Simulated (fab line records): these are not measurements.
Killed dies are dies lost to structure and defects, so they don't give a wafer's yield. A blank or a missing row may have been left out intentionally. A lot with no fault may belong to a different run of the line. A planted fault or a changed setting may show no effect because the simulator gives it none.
2 desks looking at one fault -- flow gf180mcu -- what lay behind the numbers comes last; until then each desk has only its own

== THE TOOL OWNER'S DESK: iline_stepper-01 ==
The tool's own readings at GF_NWELL_EXPOSE_04 (exposes mask Nwell, target cd 860 nm): means of the sampled wafers that have a number, for each lot that ran on this tool. If a lot's mean is further than 4 standard deviations from the usual mean, the lot is out of limits and carries the mark OUT (the distance appears in the brackets).
Columns: A = focus_offset_nm at GF_NWELL_EXPOSE_04, usual 0.0 nm
lot,first seen here,A
L579,day 3 10:47,0.0
L587,day 5 07:17,0.6
L588,day 5 12:49,-0.1
L597,day 7 18:33,-0.0
This desk found nothing out of limits on any of the 4 lots.

== METROLOGY DESK ==
Lot by lot, what the gauges showed, no matter which tool ran the lot: averages of those sampled wafers that carry a number. If a lot's mean is further than 4 standard deviations from the usual mean, the lot is out of limits and carries the mark OUT (the distance appears in the brackets).
Columns: A = DNWELL_TW at GF_DNWELL_TW_MEAS_09, usual 1353; B = NWELL_OVL at GF_NWELL_OVL_MEAS_07, usual 0.8 nm; C = NWELL_TW at GF_NWELL_TW_MEAS_11, usual 1579; D = LVPWELL_OVL at GF_LVPWELL_OVL_MEAS_07, usual -0.1 nm; E = LVPWELL_TW at GF_LVPWELL_TW_MEAS_11, usual 561; F = MVSD_OVL at GF_MVSD_OVL_MEAS_07, usual -0.5 nm
lot,first seen here,A,B,C,D,E,F
L578,day 3 00:07,1344,1.3,1588,-1.1,559,0.2
L579,day 3 04:22,1355,-1.3,1564,-0.2,561,1.3
L587,day 4 23:58,1354,-0.3,1566,-0.9,563,-1.9
L588,day 5 05:43,1354,-0.1,1576,-1.3,566,-1.6
L596,day 7 09:28,1358,0.5,1597,0.9,560,-0.9
L597,day 7 10:35,1356,2.8,1599,-1.4,556,-2.5
This desk found nothing out of limits on any of the 6 lots.

== TAKEN TOGETHER ==
The tool owner's desk saw nothing out of limits.
Metrology desk: nothing out of limits seen.

== WHAT THE SIMULATOR HAD INSERTED ==
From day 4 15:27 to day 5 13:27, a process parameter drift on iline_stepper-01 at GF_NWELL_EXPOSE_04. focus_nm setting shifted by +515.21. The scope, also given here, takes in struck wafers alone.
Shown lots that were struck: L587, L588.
